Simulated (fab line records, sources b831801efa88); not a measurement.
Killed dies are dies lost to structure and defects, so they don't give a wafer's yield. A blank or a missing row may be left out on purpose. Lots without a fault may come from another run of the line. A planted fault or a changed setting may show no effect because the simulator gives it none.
Split-lot experiment | flow gf180mcu | 5 lots, 23 wafers read, on a route of 602 steps

THE SPLIT
At GF_TOP_METAL_SPUTTER_04 (material TiN, target thk 25 nm, time 20.8 s), the setting power_w was moved away from the recipe's 6500 W on 8 of the 23 wafers read, by -4.1% to +7.2%. The other wafers ran this setting at the recipe's value.

The reading is taken at the split's own step.

THE READING
TiN_of_TOP_METAL_SPUTTER_04.thk_nm (the simulator's own value, which no gauge read), in nm, at GF_TOP_METAL_SPUTTER_04 (material TiN, target thk 25 nm, time 20.8 s). The file gives no usual value for it. The 15 wafers here that ran the recipe average 24.83 nm, standard deviation 0.2 nm.

wafer  | tool, chamber at the split | power_w as run, W | against the recipe | TiN_of_TOP_METAL_SPUTTER_04.thk_nm, nm | against lot-mates on the recipe
L074.1 | pvd_sputter-03, -          | 6500              | recipe             | 25.11                                  | -
L074.4 | pvd_sputter-03, -          | 6500              | recipe             | 24.89                                  | -
L074.6 | pvd_sputter-03, -          | 6500              | recipe             | 25.22                                  | -
L078.1 | pvd_sputter-04, -          | 6500              | recipe             | 24.78                                  | -
L078.2 | pvd_sputter-04, -          | 6500              | recipe             | 24.74                                  | -
L078.3 | pvd_sputter-04, -          | 6500              | recipe             | 24.89                                  | -
L078.4 | pvd_sputter-04, -          | 6500              | recipe             | 25.12                                  | -
L078.6 | pvd_sputter-04, -          | 6500              | recipe             | 24.73                                  | -
L079.1 | pvd_sputter-03, -          | 6500              | recipe             | 24.86                                  | -
L079.2 | pvd_sputter-03, -          | 6873              | +5.7%              | 26.53                                  | +1.79
L079.3 | pvd_sputter-03, -          | 6873              | +5.7%              | 26.06                                  | +1.32
L079.5 | pvd_sputter-03, -          | 6873              | +5.7%              | 26.43                                  | +1.69
L079.6 | pvd_sputter-03, -          | 6500              | recipe             | 24.63                                  | -
L082.1 | pvd_sputter-03, -          | 6233              | -4.1%              | 23.9                                   | -0.87
L082.3 | pvd_sputter-03, -          | 6500              | recipe             | 24.69                                  | -
L082.4 | pvd_sputter-03, -          | 6233              | -4.1%              | 23.57                                  | -1.20
L082.5 | pvd_sputter-03, -          | 6500              | recipe             | 24.84                                  | -
L082.6 | pvd_sputter-03, -          | 6500              | recipe             | 24.77                                  | -
L085.1 | pvd_sputter-03, -          | 6968              | +7.2%              | 26.66                                  | +2.09
L085.2 | pvd_sputter-03, -          | 6500              | recipe             | 24.69                                  | -
L085.4 | pvd_sputter-03, -          | 6500              | recipe             | 24.45                                  | -
L085.5 | pvd_sputter-03, -          | 6968              | +7.2%              | 26.53                                  | +1.96
L085.6 | pvd_sputter-03, -          | 6968              | +7.2%              | 26.53                                  | +1.96

THE FIT
A straight line over all 23 wafers: TiN_of_TOP_METAL_SPUTTER_04.thk_nm changes by +0.253 nm for each +1% of power_w; r = +0.98; the points scatter about the line by 0.19 nm.
The same after taking each lot's own level away (the mean of its wafers on the recipe; 23 wafers): +0.273 nm for each +1%; r = +0.99; scatter 0.14 nm.
On that fit, the largest move of power_w shifts the reading by 2 nm.
The lots' own levels span 24.570 to 25.073 nm, that is 2.6 times the standard deviation above.
So the lot-to-lot level changes the slope little: the two slopes agree.
Check: with one of the wafers moved furthest among these (+7.2%) left out of the fit, the line predicts +1.96 nm for it against its lot-mates. It came out at +2.09 nm against them.

OTHER SPLITS ON THESE WAFERS
These wafers also went through other splits before the reading. Each is held against what the fit with the lots' levels taken away leaves over:
other split on the same wafers | wafers away from the commonest value | r with TiN_of_TOP_METAL_SPUTTER_04.thk_nm (lot level and that fit taken away)
GF_MIM_SPUTTER_04 time_s       | 10                                   | +0.03
GF_TOP_METAL_SPUTTER_02 time_s | 11                                   | +0.16

THE FILE'S OWN FIT
TiN_of_TOP_METAL_SPUTTER_04.thk_nm changes by +0.273 nm for each +1% of power_w, r = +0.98.
